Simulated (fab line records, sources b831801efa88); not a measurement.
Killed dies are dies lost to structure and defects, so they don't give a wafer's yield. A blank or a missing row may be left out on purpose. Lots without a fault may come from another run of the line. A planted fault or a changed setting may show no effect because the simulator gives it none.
One fault seen from 2 desks | flow gf180mcu | each desk has only its own numbers; what lay behind them comes last

THE TOOL OWNER'S DESK: rie_diel-02
The tool's own readings at GF_POLY_GATE_ETCH_12 (etches BARC in N2/H2): means of the sampled wafers that have a number, for each lot that ran on this tool. A lot is out of limits, marked OUT, if its mean lies more than 4 standard deviations from the usual mean; the brackets give that distance.
Columns: A = drypump_motor_current_A at GF_POLY_GATE_ETCH_12, usual 5.7 A; B = oes_product_au at GF_POLY_GATE_ETCH_12, usual 0.736 a.u.; C = rf_fwd_power_W at GF_POLY_GATE_ETCH_12, usual 496.2 W; D = throttle_valve_pct at GF_POLY_GATE_ETCH_12, usual 13.216 %
lot  | first seen here | A   | B     | C               | D
L354 | day 10 03:01    | 5.9 | 0.737 | 498.0           | 13.215
L357 | day 11 08:17    | 5.8 | 0.742 | 496.7           | 13.211
L362 | day 12 11:47    | 5.9 | 0.733 | 430.4 (-31) OUT | 13.227
L363 | day 12 16:17    | 5.9 | 0.736 | 430.0 (-32) OUT | 13.214
L365 | day 13 08:29    | 5.7 | 0.730 | 363.5 (-63) OUT | 13.224
This desk's finding: out of limits on L362, L363, L365; first on L362, day 12 11:47 (rf_fwd_power_W at GF_POLY_GATE_ETCH_12). In limits: L354, L357.

THE METROLOGY DESK
What the gauges read, lot by lot, whatever tool the lot ran on: means of the sampled wafers that have a number. A lot is out of limits, marked OUT, if its mean lies more than 4 standard deviations from the usual mean; the brackets give that distance.
Columns: A = VT_IMPLANT_OVL at GF_VT_IMPLANT_OVL_MEAS_07, usual -0.6 nm; B = V2_W_THK at GF_V2_THK_MEAS_25, usual 340 nm
lot  | first seen here | A    | B
L351 | day 5 13:40     | -0.4 | 340
L352 | day 5 19:55     | -0.4 | 342
L354 | day 6 09:58     | 0.4  | 344
L355 | day 6 23:25     | 1.3  | 334
L356 | day 7 10:40     | -0.8 | 345
L357 | day 7 13:08     | -0.5 | 335
L358 | day 7 14:05     | -1.7 | 334
L362 | day 8 12:01     | -1.3 | 337
L363 | day 8 13:40     | 0.4  | 345
L365 | day 9 03:47     | 1.8  | 343
L366 | day 9 09:04     | -1.0 | 346
L372 | day 10 20:52    | -0.2 | 339
L373 | day 11 04:01    | -1.0 | 341
L374 | day 11 07:49    | -1.0 | 342
This desk's finding: nothing out of limits on any of the 14 lots.

PUT TOGETHER
The tool owner's desk could have raised an alarm at day 12 11:47, on L362, L363, L365.
The metrology desk saw nothing out of limits.
The metrology desk has L362, L363, L365 on record, within its limits.
Of the lots named, all ran GF_POLY_GATE_ETCH_12 on rie_diel-02.

WHAT THE SIMULATOR HAD PUT IN
Process parameter drift: rie_diel-02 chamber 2, from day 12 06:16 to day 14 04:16, at GF_POLY_GATE_ETCH_12. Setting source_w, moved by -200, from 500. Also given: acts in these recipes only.
Lots struck among those shown: L362, L363, L365.
Hours from the fault's start to each desk's first reading out of limits: the tool owner's desk, 6.
